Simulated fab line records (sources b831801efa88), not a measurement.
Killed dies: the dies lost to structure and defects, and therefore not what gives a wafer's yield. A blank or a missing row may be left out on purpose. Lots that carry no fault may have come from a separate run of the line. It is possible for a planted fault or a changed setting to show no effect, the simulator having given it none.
Which tool is to blame? | flow sky130 | 14 lots, 42 wafers sampled, at 4 steps of a route of 708

## WHAT EACH GAUGE READ, for each wafer
SKY_CAP2M_OVL_MEAS_12. Usual: for CAP2M_OVL the level is 0.3 nm and the standard deviation is 1.3.
lot  | measured     | on         | CAP2M_OVL (nm) | flag
L354 | day 41 14:19 | overlay-01 | -1.0 1.1 1.9   | 
L356 | day 42 06:38 | overlay-01 | 2.6 0.9 0.4    | 
L357 | day 42 12:45 | overlay-01 | 0.4 0.3 -0.2   | 
L358 | day 43 07:11 | overlay-01 | -0.7 0.6 -1.1  | 
L359 | day 43 11:40 | overlay-01 | -0.5 -2.7 -1.8 | 
L360 | day 43 17:25 | overlay-01 | -1.6 0.6 -1.3  | 
L361 | day 43 18:04 | overlay-01 | 1.0 -0.9 2.6   | 
L363 | day 44 10:50 | overlay-01 | 0.6 2.3 -1.4   | 
L364 | day 44 15:04 | overlay-01 | -2.1 -1.3 0.3  | 
L366 | day 45 04:43 | overlay-02 | 0.1 0.9 0.4    | 
L368 | day 45 13:05 | overlay-01 | -1.1 0.3 -0.4  | 
L367 | day 45 13:58 | overlay-02 | 1.0 -1.2 -1.1  | 
L369 | day 45 15:00 | overlay-02 | 1.2 0.4 -0.5   | 
L376 | day 47 06:52 | overlay-02 | 4.1 0.4 1.5    | 

## EACH LOT AND THE TOOL THAT RAN IT (in order: tool; ch and the chambers of the sampled wafers; start)
lot  | SKY_LOCAL_INTERCONNECT_CLEAN_18 | SKY_METAL4_SPUTTER_00       | SKY_METAL4_SPUTTER_01
L354 | wetBench-04 ch 2, day 31 04:37  | pvdSputter-04, day 40 13:31 | pvdSputter-04, day 40 13:32
L356 | wetBench-04 ch 3, day 31 19:33  | pvdSputter-04, day 41 05:30 | pvdSputter-04, day 41 05:31
L357 | wetBench-02 ch 2, day 32 02:46  | pvdSputter-04, day 41 11:37 | pvdSputter-04, day 41 11:38
L358 | wetBench-04 ch 0, day 32 22:07  | pvdSputter-04, day 42 06:38 | pvdSputter-04, day 42 06:40
L359 | wetBench-02 ch 3, day 33 04:43  | pvdSputter-03, day 42 11:37 | pvdSputter-03, day 42 11:38
L360 | wetBench-02 ch 0, day 33 12:38  | pvdSputter-04, day 42 16:47 | pvdSputter-04, day 42 16:48
L361 | wetBench-04 ch 2, day 33 14:13  | pvdSputter-04, day 42 18:24 | pvdSputter-04, day 42 18:25
L363 | wetBench-02 ch 1, day 34 08:13  | pvdSputter-04, day 43 11:43 | pvdSputter-04, day 43 11:44
L364 | wetBench-02 ch 3, day 34 09:50  | pvdSputter-04, day 43 14:49 | pvdSputter-04, day 43 14:50
L366 | wetBench-02 ch 3, day 35 03:13  | pvdSputter-03, day 44 05:43 | pvdSputter-03, day 44 05:44
L368 | wetBench-04 ch 0, day 35 11:28  | pvdSputter-03, day 44 13:38 | pvdSputter-03, day 44 13:39
L367 | wetBench-02 ch 3, day 35 12:31  | pvdSputter-01, day 44 14:56 | pvdSputter-01, day 44 14:57
L369 | wetBench-02 ch 0, day 35 14:01  | pvdSputter-03, day 44 16:17 | pvdSputter-03, day 44 16:18
L376 | wetBench-01 ch 0, day 37 16:55  | pvdSputter-04, day 46 09:26 | pvdSputter-04, day 46 09:27
- SKY_LOCAL_INTERCONNECT_CLEAN_18: cleans in O3/DIW.
- SKY_METAL4_SPUTTER_00: material Ti, target thk 15 nm, time 10 s.
- SKY_METAL4_SPUTTER_01: material TiN, target thk 20 nm, time 16.7 s.

## AS READ BY THE TOOLS THEMSELVES (means over the sampled wafers that have a number; for cases with no such wafer, the mark the record gives instead)
SKY_METAL4_SPUTTER_00. Usual: throttleValvePct at 30.1 %, with a standard deviation of 1.5.
lot  | tool          | throttleValvePct (%) | flag
L354 | pvdSputter-04 | 30.3                 | 
L356 | pvdSputter-04 | 30.2                 | 
L357 | pvdSputter-04 | 31.8                 | 
L358 | pvdSputter-04 | 31.6                 | 
L359 | pvdSputter-03 | 29.1                 | 
L360 | pvdSputter-04 | 31.9                 | 
L361 | pvdSputter-04 | 30.4                 | 
L363 | pvdSputter-04 | 30.2                 | 
L364 | pvdSputter-04 | 31.5                 | 
L366 | pvdSputter-03 | 28.7                 | 
L368 | pvdSputter-03 | 29.1                 | 
L367 | pvdSputter-01 | 29.3                 | 
L369 | pvdSputter-03 | 28.3                 | 
L376 | pvdSputter-04 | 30.5                 | 

SKY_METAL4_SPUTTER_01. Usual: throttleValvePct at 30.1 %, with a standard deviation of 1.5.
lot  | tool          | throttleValvePct (%) | flag
L354 | pvdSputter-04 | 30.1                 | 
L356 | pvdSputter-04 | 30.2                 | 
L357 | pvdSputter-04 | 31.8                 | 
L358 | pvdSputter-04 | 31.5                 | 
L359 | pvdSputter-03 | 29.0                 | 
L360 | pvdSputter-04 | 31.8                 | 
L361 | pvdSputter-04 | 30.8                 | 
L363 | pvdSputter-04 | 30.1                 | 
L364 | pvdSputter-04 | 31.5                 | 
L366 | pvdSputter-03 | 28.5                 | 
L368 | pvdSputter-03 | 29.0                 | 
L367 | pvdSputter-01 | 29.6                 | 
L369 | pvdSputter-03 | 28.3                 | 
L376 | pvdSputter-04 | 30.5                 | 

## THE ANSWER, worked out from the rows above alone
Rule: a lot is off if the mean of its wafers that have a number lies more than 3 standard deviations from the usual mean. A lot without any number at a reading at which 4 lots or more have one is off too. The other lots that the step has rows for count as sound. The gauges are gone through in route order, then the tools' own readings, and for those a lot's mean is taken as printed above. At the first step where some lot is off, the reading lying furthest off is the one used; lots without a number count as furthest.
Across all readings shown, no lot is off: no conclusion can be drawn from this.

## WHAT WAS PUT IN BY THE SIMULATOR
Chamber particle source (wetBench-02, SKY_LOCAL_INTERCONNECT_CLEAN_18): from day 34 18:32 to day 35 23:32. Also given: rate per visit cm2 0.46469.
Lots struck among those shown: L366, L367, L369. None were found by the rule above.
